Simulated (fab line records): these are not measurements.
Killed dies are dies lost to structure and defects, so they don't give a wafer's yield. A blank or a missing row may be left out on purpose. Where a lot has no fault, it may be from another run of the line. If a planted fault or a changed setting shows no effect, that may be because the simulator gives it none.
fab line records -- flow sfq_line -- part 2 of 2: steps 24 to 33 of 33
[record] lots = 5, wafers = 15, last_day = 83
route steps=325 shown I3@145 M4@148 I4@163 JJ@178
lots untouched by any fault: they come from a run of this same line in which no faults occurred
start_h: the number of hours between the record's first day and the start of the first shown wafer of the lot -- wait_h: hours elapsed since this lot's preceding step -- " as in the row above -- L1.1+2: one row covering several wafers at once -- - either no value or no given start -- * or withheld: withheld -- < > ~ a bound
route shown NAME@n: names a module that has steps shown in the file, with the first one's number in the route -- usual: mean/standard deviation taken from wafers without a fault -- same: alike in all rows -- chamber/n: place in a boat -- sites: per-site readings -- _std_site: standard deviation across them -- _edge_site: inner sites' mean taken away from outer sites' mean -- radius_mm: how far each site lies from the wafer's centre -- mask NAME#n: copy n -- behind: the tool/chamber that last shaped the wafer -- hold: cause of the lot's hold/its duration in hours/its outcome -- device: which transistor (n, p or np) failed to switch -- end of line: tests of these same wafers at the route's end -- for a step that has no rows: nothing shown but its recipe -- killed: count of dies lost to structure and defects at first sort (not the wafer's yield) -- map: the dies of a wafer, with x for killed, . for not killed, _ for no die there
set.NAME: the setting as run; set.NAME@STEP: as run at that earlier step -- model.NAME: the simulator's own value behind a step, which no gauge read
lots at selected steps of the route; one table per step, one row per wafer
services: from which hour (start_h, from the record's first day; less than 0 if before it) a tool's chamber was out of use, for how many hours, and why
[[steps]]
[step SFQ_TRILAYER_I4_VIA_LITHO_SOFTBAKE_107]
[recipe] temp_c = withheld, time_s = withheld, resist = KrF
[usual] exhaust_pa = 45.2/0.85
lot.wafer,tool,chamber,start_h,wait_h,exhaust_pa
L082.1,litho_track-02,0,1247.32,0.2,45.8
L082.3,litho_track-02,0,1247.32,0.2,45.5
L082.4,litho_track-02,0,1247.32,0.2,46.0
L084.1,litho_track-02,0,1256.14,0.2,45.1
L084.3,litho_track-02,0,1256.14,0.2,46.2
L084.4,litho_track-02,0,1256.14,0.2,44.3
L086.2,litho_track-02,0,1272.36,0.2,44.0
L086.3,litho_track-02,0,1272.36,0.2,45.0
L086.4,litho_track-02,0,1272.36,0.2,44.9
L089.4,litho_track-01,0,1306.02,0.2,44.6
L089.5,litho_track-01,0,1306.02,0.2,44.3
L089.6,litho_track-01,0,1306.02,0.2,44.9
L097.2,litho_track-01,0,1405.14,0.2,46.0
L097.4,litho_track-01,0,1405.14,0.2,46.6
L097.6,litho_track-01,0,1405.14,0.2,46.5
[step SFQ_TRILAYER_I4_VIA_LITHO_EXPOSE_104]
[recipe] mask_id = I4, na = 0.6, source_shape = conventional, sigma_outer = 0.65, target_cd_nm = 700, dose_mj = 21.3
lot.wafer,tool,chamber,start_h,wait_h,mask
L082.1+3+4,krf_scanner-01,0,1347.79,-,I4#0
L084.1+3+4,krf_scanner-01,0,1354.99,-,I4#0
L086.2+3+4,krf_scanner-01,0,1374.39,-,I4#0
L089.4+5+6,krf_scanner-02,0,1397.29,-,I4#0
L097.2+4+6,krf_scanner-02,0,1500.95,-,I4#0
[step SFQ_TRILAYER_I4_VIA_LITHO_PEB_106]
[recipe] peb_temp_c = 115, peb_time_s = 60, resist = KrF
[usual] exhaust_pa = 44.8/0.95, heater_power_total_W = 79.16/0.071
lot.wafer,tool,chamber,start_h,wait_h,exhaust_pa,heater_power_total_W
L082.1,litho_track-02,0,1348.99,1.0,42.9,79.06
L082.3,litho_track-02,0,1348.99,1.0,43.2,79.06
L082.4,litho_track-02,0,1348.99,1.0,44.9,79.11
L084.1,litho_track-04,0,1356.19,1.0,47.1,79.24
L084.3,litho_track-04,0,1356.19,1.0,46.3,79.10
L084.4,litho_track-04,0,1356.19,1.0,45.6,79.18
L086.2,litho_track-01,0,1375.42,0.8,45.7,79.25
L086.3,litho_track-01,0,1375.42,0.8,44.7,79.18
L086.4,litho_track-01,0,1375.42,0.8,44.9,79.18
L089.4,litho_track-04,0,1397.96,0.5,45.9,79.02
L089.5,litho_track-04,0,1397.96,0.5,44.6,79.18
L089.6,litho_track-04,0,1397.96,0.5,45.1,79.21
L097.2,litho_track-02,0,1501.97,0.8,45.5,79.19
L097.4,litho_track-02,0,1501.97,0.8,44.3,79.21
L097.6,litho_track-02,0,1501.97,0.8,45.3,79.08
[step SFQ_TRILAYER_I4_VIA_LITHO_DEVELOP_105]
[recipe] time_s = 60, resist = KrF
[usual] exhaust_pa = 45.0/1.1
lot.wafer,tool,chamber,start_h,wait_h,exhaust_pa
L082.1,litho_track-02,0,1349.14,0.1,43.0
L082.3,litho_track-02,0,1349.14,0.1,43.9
L082.4,litho_track-02,0,1349.14,0.1,43.7
L084.1,litho_track-04,0,1356.34,0.1,45.7
L084.3,litho_track-04,0,1356.34,0.1,43.7
L084.4,litho_track-04,0,1356.34,0.1,45.0
L086.2,litho_track-01,0,1375.57,0.1,45.3
L086.3,litho_track-01,0,1375.57,0.1,45.2
L086.4,litho_track-01,0,1375.57,0.1,46.5
L089.4,litho_track-04,0,1398.11,0.1,43.7
L089.5,litho_track-04,0,1398.11,0.1,45.3
L089.6,litho_track-04,0,1398.11,0.1,44.3
L097.2,litho_track-02,0,1502.12,0.1,44.0
L097.4,litho_track-02,0,1502.12,0.1,44.4
L097.6,litho_track-02,0,1502.12,0.1,44.0
[step SFQ_I4_OVL_MEAS_928]
[usual] I4_OVL = 5/4.6
lot.wafer,tool,chamber,start_h,wait_h,I4_OVL[nm]
L082.1,overlay-01,-,1349.29,0.1,11
L082.3,overlay-01,-,1349.29,0.1,7
L082.4,overlay-01,-,1349.29,0.1,1
L084.1,overlay-01,-,1356.49,0.1,5
L084.3,overlay-01,-,1356.49,0.1,0
L084.4,overlay-01,-,1356.49,0.1,-1
L086.2,overlay-01,-,1375.70,0.1,9
L086.3,overlay-01,-,1375.70,0.1,1
L086.4,overlay-01,-,1375.70,0.1,5
L089.4,overlay-01,-,1398.21,0.1,9
L089.5,overlay-01,-,1398.21,0.1,4
L089.6,overlay-01,-,1398.21,0.1,2
L097.2,overlay-02,-,1502.25,0.1,10
L097.4,overlay-02,-,1502.25,0.1,6
L097.6,overlay-02,-,1502.25,0.1,7
[step SFQ_TRILAYER_I4_VIA_BARC_OPEN_VIA_ETCH_146]
[recipe] mask_material = PR, chemistry = O2, target_depth_nm = 125, target = BARC, source_w = 500, bias_w = 80, pressure_mtorr = 30, time_s = 41.7
[usual] bias_w = 79.99/0.23, drypump_motor_current_A = 5.7/0.53, oes_product_au = 0.685/0.0045
lot.wafer,tool,chamber,start_h,wait_h,bias_w,drypump_motor_current_A,oes_product_au,rf_hours_counter_h
L082.1,rie_diel-03,0,1349.33,0.0,80.17,5.3,0.683,16
L082.3,rie_diel-03,1,1349.33,0.0,80.04,6.8,0.687,14
L082.4,rie_diel-03,2,1349.33,0.0,80.08,5.7,0.678,18
L084.1,rie_diel-04,1,1356.53,0.0,80.33,6.0,0.687,2
L084.3,rie_diel-04,0,1356.53,0.0,80.15,5.1,0.681,10
L084.4,rie_diel-04,2,1356.53,0.0,79.98,6.1,0.692,8
L086.2,rie_diel-03,3,1375.73,0.0,79.86,5.3,0.680,12
L086.3,rie_diel-03,2,1375.73,0.0,80.03,5.7,0.685,19
L086.4,rie_diel-03,0,1375.73,0.0,79.73,5.3,0.674,17
L089.4,rie_diel-04,2,1398.23,0.0,79.89,6.1,0.685,9
L089.5,rie_diel-04,3,1398.23,0.0,80.17,5.6,0.684,-
L089.6,rie_diel-04,2,1398.23,0.0,80.03,6.1,0.680,-
L097.2,rie_diel-03,0,1502.28,0.0,80.03,5.3,0.684,20
L097.4,rie_diel-03,2,1502.28,0.0,80.42,5.7,0.684,1
L097.6,rie_diel-03,0,1502.28,0.0,79.88,5.3,0.678,-
[step SFQ_TRILAYER_I4_VIA_ETCH_VIA_ETCH_106]
[recipe] target = SiO2, stop_on = Nb, mask_material = PR, taper_deg = 20, chemistry = CHF3, target_depth_nm = 260, source_w = 500, bias_w = 80, pressure_mtorr = 30, time_s = withheld
[usual] bias_w = 80.02/0.25, drypump_motor_current_A = 5.7/0.53, oes_product_au = 0.854/0.0052
lot.wafer,tool,chamber,start_h,wait_h,bias_w,drypump_motor_current_A,oes_product_au
L082.1,rie_diel-03,0,1349.37,0.0,80.10,5.3,0.852
L082.3,rie_diel-03,1,1349.37,0.0,79.93,6.7,0.855
L082.4,rie_diel-03,2,1349.37,0.0,80.06,5.7,0.851
L084.1,rie_diel-04,1,1356.57,0.0,79.40,6.0,0.851
L084.3,rie_diel-04,0,1356.57,0.0,80.01,5.1,0.851
L084.4,rie_diel-04,2,1356.57,0.0,80.03,6.1,0.847
L086.2,rie_diel-03,3,1375.77,0.0,79.97,5.3,0.856
L086.3,rie_diel-03,2,1375.77,0.0,80.02,5.7,0.848
L086.4,rie_diel-03,0,1375.77,0.0,80.32,5.3,0.857
L089.4,rie_diel-04,2,1398.26,0.0,80.47,6.0,0.850
L089.5,rie_diel-04,3,1398.26,0.0,80.00,5.6,0.856
L089.6,rie_diel-04,2,1398.26,0.0,80.13,6.0,0.839
L097.2,rie_diel-03,0,1502.32,0.0,79.89,5.3,0.847
L097.4,rie_diel-03,2,1502.32,0.0,79.98,5.7,0.851
L097.6,rie_diel-03,0,1502.32,0.0,80.23,5.3,0.852
[step SFQ_TRILAYER_I4_VIA_STRIP_STRIP_107]
[recipe] gas = O2, power_w = 200, platen_temp_c = 40, overash_fraction = 0.65, chemistry = O2, pressure_mtorr = 50
[usual] drypump_motor_current_A = 5.4/0.36, oes_product_au = 0.996/0.015
lot.wafer,tool,chamber,start_h,wait_h,drypump_motor_current_A,oes_product_au,rf_hours_counter_h
L082.1,rie_metal-01,0,1349.48,-,5.3,0.978,100
L082.3,rie_metal-01,1,1349.48,-,6.1,0.997,-
L082.4,rie_metal-01,0,1349.48,-,5.4,0.967,-
L084.1,rie_metal-03,0,1356.68,-,5.0,1.003,33
L084.3,rie_metal-03,0,1356.68,-,5.0,1.018,-
L084.4,rie_metal-03,1,1356.68,-,5.7,0.972,-
L086.2,rie_metal-04,0,1375.88,-,5.5,0.991,37
L086.3,rie_metal-04,1,1375.88,-,5.2,1.013,-
L086.4,rie_metal-04,0,1375.88,-,5.5,0.994,-
L089.4,rie_metal-03,0,1398.58,-,5.0,1.014,-
L089.5,rie_metal-03,1,1398.58,-,5.7,0.999,-
L089.6,rie_metal-03,0,1398.58,-,5.0,1.006,-
L097.2,rie_metal-04,1,1502.43,-,5.2,1.017,66
L097.4,rie_metal-04,0,1502.43,-,5.5,0.994,-
L097.6,rie_metal-04,0,1502.43,-,5.5,0.995,-
[step SFQ_TRILAYER_I4_VIA_STRIP_SOLV_CLEAN_108]
[recipe] chemistry = NMP, temp_c = 70, time_s = 600
lot.wafer,tool,chamber,start_h,wait_h
L082.1+3+4,wet_bench-01,"1,3,0",1350.08,0.4
L084.1+3+4,wet_bench-03,"5,0,7",1357.28,0.4
L086.2+3+4,wet_bench-01,"2,6,7",1376.48,0.4
L089.4+5+6,wet_bench-02,"4,0,7",1398.98,0.2
L097.2+4+6,wet_bench-03,"3,7,6",1503.03,0.4
[step SFQ_TRILAYER_JJ_TRILAYER_DEP_PRE_CLEAN_113]
[recipe] gas = Ar, time_s = 22.5, bias_v = 250
lot.wafer,tool,chamber,start_h,wait_h
L082.1+3+4,pvd_sputter-05,-,1350.26,0.0
L084.1+3+4,pvd_sputter-05,-,1357.46,0.0
L086.2+3+4,pvd_sputter-04,-,1376.66,0.0
L089.4+5+6,pvd_sputter-03,-,1399.15,0.0
L097.2+4+6,pvd_sputter-04,-,1503.21,0.0
[[services]]
tool,chamber,start_h,hours,kind
rie_diel-03,-,1079.39,2.8,pm
rie_diel-03,0,1088.58,3.0,repair
pvd_sputter-05,-,1095.33,0.5,repair
krf_scanner-01,-,1123.28,1.3,pm
krf_scanner-01,-,1124.58,21.0,pm
krf_scanner-01,-,1127.78,1.1,repair
krf_scanner-01,-,1145.58,0.8,pm
rie_metal-02,1,1166.96,2.4,repair
krf_scanner-01,-,1206.33,1.0,pm
rie_diel-03,-,1207.90,0.5,repair
krf_scanner-01,-,1238.77,1.3,pm
rie_metal-02,0,1245.67,2.5,repair
pvd_sputter-05,-,1256.87,4.1,repair
pvd_sputter-05,-,1279.63,54.3,repair
pvd_sputter-05,-,1291.66,1.2,repair
rie_diel-03,2,1293.42,1.2,repair
rie_metal-02,-,1324.52,1.4,pm
pvd_sputter-05,-,1328.50,5.1,repair
rie_metal-02,0,1361.30,8.1,repair
rie_diel-03,0,1362.13,3.8,repair
rie_diel-03,3,1391.05,6.5,repair
pvd_sputter-05,-,1394.72,10.5,repair
rie_diel-03,-,1453.16,0.4,repair
rie_metal-02,1,1487.13,19.3,repair
